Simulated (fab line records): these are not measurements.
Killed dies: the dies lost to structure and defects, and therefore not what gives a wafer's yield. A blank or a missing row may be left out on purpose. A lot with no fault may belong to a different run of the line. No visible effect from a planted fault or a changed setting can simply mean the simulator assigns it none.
Lot-split experiment / flow sfq-line / route with 325 steps; 5 lots, 27 wafers read

== ABOUT THE SPLIT ==
At SFQ_TRILAYER_M0_DEP_SPUTTER_019 (material Nb, target thk 200 nm, time 133.3 s), the setting time-s was moved away from the recipe's 133.3 s on 12 of the 27 wafers read, by -49.9% to +52.6%. The other wafers ran this setting at the recipe's value.

Split to reading: the file shows no intervening step.

== THE READING ==
M0_NB_RS (ohm/sq), read at SFQ_M0_RS_MEAS_904 with a four-point probe. Fault-free wafers of this fab line usually give 0.884 ohm/sq, standard deviation 0.0098 ohm/sq.

wafer=L074.1; tool, chamber at the split=pvd-sputter-04, -; time-s as run, s=86.69; against the recipe=-35.0%; M0_NB_RS, ohm/sq=1.345; against lot-mates on the recipe=+0.464
wafer=L074.2; tool, chamber at the split=pvd-sputter-04, -; time-s as run, s=86.69; against the recipe=-35.0%; M0_NB_RS, ohm/sq=1.365; against lot-mates on the recipe=+0.484
wafer=L074.3; tool, chamber at the split=pvd-sputter-04, -; time-s as run, s=133.3; against the recipe=recipe; M0_NB_RS, ohm/sq=0.886; against lot-mates on the recipe=-
wafer=L074.4; tool, chamber at the split=pvd-sputter-04, -; time-s as run, s=133.3; against the recipe=recipe; M0_NB_RS, ohm/sq=0.878; against lot-mates on the recipe=-
wafer=L074.5; tool, chamber at the split=pvd-sputter-04, -; time-s as run, s=86.69; against the recipe=-35.0%; M0_NB_RS, ohm/sq=1.378; against lot-mates on the recipe=+0.497
wafer=L074.6; tool, chamber at the split=pvd-sputter-04, -; time-s as run, s=133.3; against the recipe=recipe; M0_NB_RS, ohm/sq=0.878; against lot-mates on the recipe=-
wafer=L080.1; tool, chamber at the split=pvd-sputter-06, -; time-s as run, s=133.3; against the recipe=recipe; M0_NB_RS, ohm/sq=0.884; against lot-mates on the recipe=-
wafer=L080.2; tool, chamber at the split=pvd-sputter-06, -; time-s as run, s=133.3; against the recipe=recipe; M0_NB_RS, ohm/sq=0.885; against lot-mates on the recipe=-
wafer=L080.5; tool, chamber at the split=pvd-sputter-06, -; time-s as run, s=133.3; against the recipe=recipe; M0_NB_RS, ohm/sq=0.883; against lot-mates on the recipe=-
wafer=L081.1; tool, chamber at the split=pvd-sputter-04, -; time-s as run, s=133.3; against the recipe=recipe; M0_NB_RS, ohm/sq=0.886; against lot-mates on the recipe=-
wafer=L081.2; tool, chamber at the split=pvd-sputter-04, -; time-s as run, s=66.79; against the recipe=-49.9%; M0_NB_RS, ohm/sq=1.769; against lot-mates on the recipe=+0.884
wafer=L081.3; tool, chamber at the split=pvd-sputter-04, -; time-s as run, s=133.3; against the recipe=recipe; M0_NB_RS, ohm/sq=0.887; against lot-mates on the recipe=-
wafer=L081.4; tool, chamber at the split=pvd-sputter-04, -; time-s as run, s=133.3; against the recipe=recipe; M0_NB_RS, ohm/sq=0.882; against lot-mates on the recipe=-
wafer=L081.5; tool, chamber at the split=pvd-sputter-04, -; time-s as run, s=66.79; against the recipe=-49.9%; M0_NB_RS, ohm/sq=1.790; against lot-mates on the recipe=+0.905
wafer=L081.6; tool, chamber at the split=pvd-sputter-04, -; time-s as run, s=66.79; against the recipe=-49.9%; M0_NB_RS, ohm/sq=1.733; against lot-mates on the recipe=+0.848
wafer=L083.1; tool, chamber at the split=pvd-sputter-04, -; time-s as run, s=104.2; against the recipe=-21.8%; M0_NB_RS, ohm/sq=1.133; against lot-mates on the recipe=+0.255
wafer=L083.2; tool, chamber at the split=pvd-sputter-04, -; time-s as run, s=104.2; against the recipe=-21.8%; M0_NB_RS, ohm/sq=1.122; against lot-mates on the recipe=+0.244
wafer=L083.3; tool, chamber at the split=pvd-sputter-04, -; time-s as run, s=104.2; against the recipe=-21.8%; M0_NB_RS, ohm/sq=1.120; against lot-mates on the recipe=+0.242
wafer=L083.4; tool, chamber at the split=pvd-sputter-04, -; time-s as run, s=133.3; against the recipe=recipe; M0_NB_RS, ohm/sq=0.876; against lot-mates on the recipe=-
wafer=L083.5; tool, chamber at the split=pvd-sputter-04, -; time-s as run, s=133.3; against the recipe=recipe; M0_NB_RS, ohm/sq=0.880; against lot-mates on the recipe=-
wafer=L083.6; tool, chamber at the split=pvd-sputter-04, -; time-s as run, s=133.3; against the recipe=recipe; M0_NB_RS, ohm/sq=0.879; against lot-mates on the recipe=-
wafer=L084.1; tool, chamber at the split=pvd-sputter-05, -; time-s as run, s=133.3; against the recipe=recipe; M0_NB_RS, ohm/sq=0.887; against lot-mates on the recipe=-
wafer=L084.2; tool, chamber at the split=pvd-sputter-05, -; time-s as run, s=203.4; against the recipe=+52.6%; M0_NB_RS, ohm/sq=0.581; against lot-mates on the recipe=-0.310
wafer=L084.3; tool, chamber at the split=pvd-sputter-05, -; time-s as run, s=203.4; against the recipe=+52.6%; M0_NB_RS, ohm/sq=0.575; against lot-mates on the recipe=-0.316
wafer=L084.4; tool, chamber at the split=pvd-sputter-05, -; time-s as run, s=203.4; against the recipe=+52.6%; M0_NB_RS, ohm/sq=0.579; against lot-mates on the recipe=-0.312
wafer=L084.5; tool, chamber at the split=pvd-sputter-05, -; time-s as run, s=133.3; against the recipe=recipe; M0_NB_RS, ohm/sq=0.892; against lot-mates on the recipe=-
wafer=L084.6; tool, chamber at the split=pvd-sputter-05, -; time-s as run, s=133.3; against the recipe=recipe; M0_NB_RS, ohm/sq=0.894; against lot-mates on the recipe=-

FIT RESULTS
A straight line over all 27 wafers: M0_NB_RS changes by -0.0112 ohm/sq for each +1% of time-s; r = -0.93; the points scatter about the line by 0.13 ohm/sq.
The same after taking each lot's own level away (the mean of its wafers on the recipe; 27 wafers): -0.0113 ohm/sq for each +1%; r = -0.93; scatter 0.13 ohm/sq.
According to that fit, moving time-s by its largest amount changes the reading by 0.59 ohm/sq.
Measured against the standard deviation above, the lots' own levels, which go from 0.8783 to 0.8910 ohm/sq, span 1.3 times it.
Consequently the slope shifts little with the lot-to-lot level, the two slopes agreeing.
Check: with one of the wafers moved furthest among these (+52.6%) left out of the fit, the line predicts -0.572 ohm/sq for it against its lot-mates. Against them it came out at -0.31 ohm/sq.

== THESE WAFERS: OTHER SPLITS ==
Note: prior to the reading, these wafers also went through further splits. Each is held against what the fit with the lots' levels taken away leaves over:
other split on the same wafers=SFQ_TRILAYER_L0_DEP_SPUTTER_003 time-s; wafers away from the commonest value=12; r with M0_NB_RS (lot level and that fit taken away)=-0.01

== THE WHOLE CHAIN: every reading that the file lists as answering this split, in the file's order ==
step=SFQ_TRILAYER_M0_DEP_SPUTTER_019; what it does=material Nb, target thk 200 nm, time 133.3 s; reading=Nb_of_TRILAYER_M0_DEP_SPUTTER_019.thk-nm (the simulator's own value, which no gauge read); change (the file's fit)=+2.01 nm for each +1% of the setting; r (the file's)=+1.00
step=SFQ_M0_RS_MEAS_904; what it does=measures by four-point-probe; reading=M0_NB_RS; change (the file's fit)=-0.0119 for each +1% of the setting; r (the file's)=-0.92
step=SFQ_TRILAYER_M0_ETCH_METAL_ETCH_024; what it does=etches Nb in Cl2/Ar, stops on SiO2, target depth 240 nm, time 120 s; reading=oes-product-au; change (the file's fit)=not straight: 0.640 at the lowest setting, 0.901 at the recipe, 0.991 at the highest; r (the file's)=not given

== FILE'S OWN FIT ==
M0_NB_RS changes by -0.0119 ohm/sq for each +1% of time-s, r = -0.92.
